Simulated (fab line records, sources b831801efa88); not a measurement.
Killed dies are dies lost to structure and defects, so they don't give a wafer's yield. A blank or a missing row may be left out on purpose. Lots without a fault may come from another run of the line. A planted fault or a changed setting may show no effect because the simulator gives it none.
One fault seen from 2 desks | flow sfq_line | each desk has only its own numbers; what lay behind them comes last

THE METROLOGY DESK
What the gauges read, lot by lot, whatever tool the lot ran on: means of the sampled wafers that have a number. A lot is out of limits, marked OUT, if its mean lies more than 4 standard deviations from the usual mean; the brackets give that distance.
Columns: A = L0_MONX_KI_RS at SFQ_L0_RS_MEAS_901, usual 43.3 ohm/sq; B = L0_MONX_KI_THK at SFQ_L0_THK_MEAS_902, usual 40.4 nm; C = M3_OVL at SFQ_M3_OVL_MEAS_921, usual 1 nm
lot  | first seen here | A              | B              | C
L363 | day 1 12:34     | 43.7           | 40.0           | 3
L364 | day 1 17:34     | 43.5           | 40.1           | 3
L365 | day 1 22:36     | 43.4           | 40.2           | -2
L367 | day 2 08:34     | 43.8           | 39.7           | -14
L368 | day 2 13:35     | 37.6 (-12) OUT | 46.5 (+13) OUT | 11
L369 | day 2 18:34     | 43.1           | 40.8           | 1
L370 | day 2 23:34     | 43.1           | 40.7           | 1
L371 | day 3 04:34     | 37.9 (-12) OUT | 46.0 (+12) OUT | 8
L372 | day 3 09:36     | 43.0           | 40.7           | 8
L373 | day 3 14:34     | 38.2 (-11) OUT | 45.8 (+11) OUT | 3
L378 | day 4 15:34     | 43.9           | 39.7           | 3
L379 | day 4 20:35     | 43.8           | 39.9           | -6
L383 | day 5 16:34     | 42.2           | 41.4           | 3
L385 | day 6 02:34     | 43.4           | 40.2           | -4
L386 | day 6 07:34     | 43.8           | 40.2           | 6
This desk's finding: out of limits on L368, L371, L373; first on L368, day 2 13:35 (L0_MONX_KI_RS at SFQ_L0_RS_MEAS_901). In limits: L363, L364, L365, L367, L369, L370, L372, L378, L379, L383, L385, L386.

THE TOOL OWNER'S DESK: pvd_sputter-03
The tool's own readings at SFQ_TRILAYER_L0_DEP_SPUTTER_003 (material MoNx KI, target thk 40 nm, time 100 s): means of the sampled wafers that have a number, for each lot that ran on this tool. A lot is out of limits, marked OUT, if its mean lies more than 4 standard deviations from the usual mean; the brackets give that distance.
Columns: A = cathode_dc_power_W at SFQ_TRILAYER_L0_DEP_SPUTTER_003, usual 799.99 W; B = throttle_valve_pct at SFQ_TRILAYER_L0_DEP_SPUTTER_003, usual 29.5 %
lot  | first seen here | A                        | B
L364 | day 1 17:29     | 800.06                   | 29.7
L365 | day 1 22:29     | 799.93                   | 29.7
L367 | day 2 08:29     | 799.87                   | 29.4
L368 | day 2 13:29     | 906.63 (+99 or more) OUT | 29.6
L371 | day 3 04:29     | 906.79 (+99 or more) OUT | 29.2
L373 | day 3 14:29     | 906.70 (+99 or more) OUT | 29.6
L385 | day 6 02:29     | 799.97                   | 30.0
This desk's finding: out of limits on L368, L371, L373; first on L368, day 2 13:29 (cathode_dc_power_W at SFQ_TRILAYER_L0_DEP_SPUTTER_003). In limits: L364, L365, L367, L385.

PUT TOGETHER
The tool owner's desk could have raised an alarm at day 2 13:29, on L368, L371, L373.
The metrology desk could have raised an alarm at day 2 13:35, on L368, L371, L373.
Of the lots named, all ran SFQ_TRILAYER_L0_DEP_SPUTTER_003 on pvd_sputter-03.

WHAT THE SIMULATOR HAD PUT IN
Process parameter drift: pvd_sputter-03, from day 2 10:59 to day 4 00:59, at SFQ_TRILAYER_L0_DEP_SPUTTER_003. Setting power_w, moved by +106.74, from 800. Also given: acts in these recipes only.
Lots struck among those shown: L368, L371, L373.
Hours from the fault's start to each desk's first reading out of limits: the tool owner's desk, 2; the metrology desk, 3.
